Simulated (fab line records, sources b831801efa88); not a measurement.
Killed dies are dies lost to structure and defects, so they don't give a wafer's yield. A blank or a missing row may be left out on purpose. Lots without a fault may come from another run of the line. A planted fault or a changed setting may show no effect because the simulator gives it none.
Which tool did it? | flow sfq_line | 14 lots, 42 wafers sampled, at 1 step of a route of 325

WHAT THE GAUGES READ, wafer by wafer
The record holds no reading of a measuring or inspecting step that can be judged against a usual standard deviation.

WHICH TOOL RAN EACH LOT (tool, then ch and the chambers of the sampled wafers, then the start)
lot  | SFQ_TRILAYER_I2_VIA_BARC_OPEN_VIA_ETCH_096
L989 | rie_diel-04 ch 0,1,2, day 22 21:16
L991 | rie_diel-03 ch 0,2, day 23 18:52
L992 | rie_diel-04 ch 1,2,3, day 24 02:04
L994 | rie_diel-04 ch 1,2,3, day 25 10:34
L995 | rie_diel-04 ch 0,1,3, day 25 23:46
L996 | rie_diel-04 ch 0,1,3, day 26 05:46
L998 | rie_diel-04 ch 0,1,2, day 27 00:58
L999 | rie_diel-01 ch 1,2, day 27 09:22
L101 | rie_diel-04 ch 0,1, day 28 09:53
L103 | rie_diel-01 ch 0,1,3, day 29 11:05
L106 | rie_diel-01 ch 1,2,3, day 30 18:17
L107 | rie_diel-01 ch 1,2,3, day 30 23:05
L110 | rie_diel-03 ch 1,2,3, day 32 01:29
L111 | rie_diel-04 ch 0,2,3, day 32 19:18
- SFQ_TRILAYER_I2_VIA_BARC_OPEN_VIA_ETCH_096: etches BARC in O2, target depth 125 nm, time 41.7 s.

WHAT THE TOOLS THEMSELVES READ (means of the sampled wafers that have a number; where no wafer has one, the mark that the record gives instead)
SFQ_TRILAYER_I2_VIA_BARC_OPEN_VIA_ETCH_096. Usual: drypump_motor_current_A 5.9 A, standard deviation 0.63; oes_product_au 0.685 a.u., standard deviation 0.0044; run_length_s 70.1 s, standard deviation 0.43.
lot  | tool        | drypump_motor_current_A (A) | oes_product_au (a.u.) | run_length_s (s) | flag
L989 | rie_diel-04 | 6.0                         | 0.686                 | 69.9             |
L991 | rie_diel-03 | 4.9                         | 0.688                 | 69.9             |
L992 | rie_diel-04 | 6.1                         | 0.687                 | 70.1             |
L994 | rie_diel-04 | 6.1                         | 0.686                 | 70.1             |
L995 | rie_diel-04 | 6.1                         | 0.682                 | 70.3             |
L996 | rie_diel-04 | 6.1                         | 0.682                 | 69.8             |
L998 | rie_diel-04 | 6.0                         | 0.688                 | 70.3             |
L999 | rie_diel-01 | 5.5                         | 0.686                 | 70.3             |
L101 | rie_diel-04 | 5.6                         | 0.685                 | 69.6             |
L103 | rie_diel-01 | 5.5                         | 0.686                 | 69.8             |
L106 | rie_diel-01 | 5.5                         | 0.671                 | 72.6             | OFF
L107 | rie_diel-01 | 5.5                         | 0.668                 | 72.9             | OFF
L110 | rie_diel-03 | 5.8                         | 0.683                 | 69.9             |
L111 | rie_diel-04 | 6.5                         | 0.683                 | 70.4             |

THE ANSWER, worked out from the rows above alone
Rule: a lot is off if the mean of its wafers that have a number lies more than 3 standard deviations from the usual mean. A lot without any number at a reading at which 4 lots or more have one is off too. The other lots that the step has rows for count as sound. The gauges are gone through in route order, then the tools' own readings, and for those a lot's mean is taken as printed above. The first step at which some lot is off is used, and at that step the reading that is off furthest; a lot without a number counts as furthest.
Off: L106, L107, at SFQ_TRILAYER_I2_VIA_BARC_OPEN_VIA_ETCH_096 (run_length_s).
A tool fits if, at that step or a process step before it, it ran every lot that is off, and no sound lot after the first of them. One fits: rie_diel-01 at SFQ_TRILAYER_I2_VIA_BARC_OPEN_VIA_ETCH_096. Its last sound lot is L103 (day 29 11:05), its first lot that is off L106 (day 30 18:17): a fault that began between those two fits.
The tool's own readings at SFQ_TRILAYER_I2_VIA_BARC_OPEN_VIA_ETCH_096 bear it out: on the lots that are off they differ by more than 5 times the standard deviation of the sound lots' means. oes_product_au reads 0.669 a.u. there against 0.685 a.u. on the sound lots; run_length_s reads 72.8 s there against 70.0 s on the sound lots.

WHAT THE SIMULATOR HAD PUT IN
Process parameter drift: rie_diel-01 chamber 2, from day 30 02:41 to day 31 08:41, at SFQ_TRILAYER_I2_VIA_BARC_OPEN_VIA_ETCH_096. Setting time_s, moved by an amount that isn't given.
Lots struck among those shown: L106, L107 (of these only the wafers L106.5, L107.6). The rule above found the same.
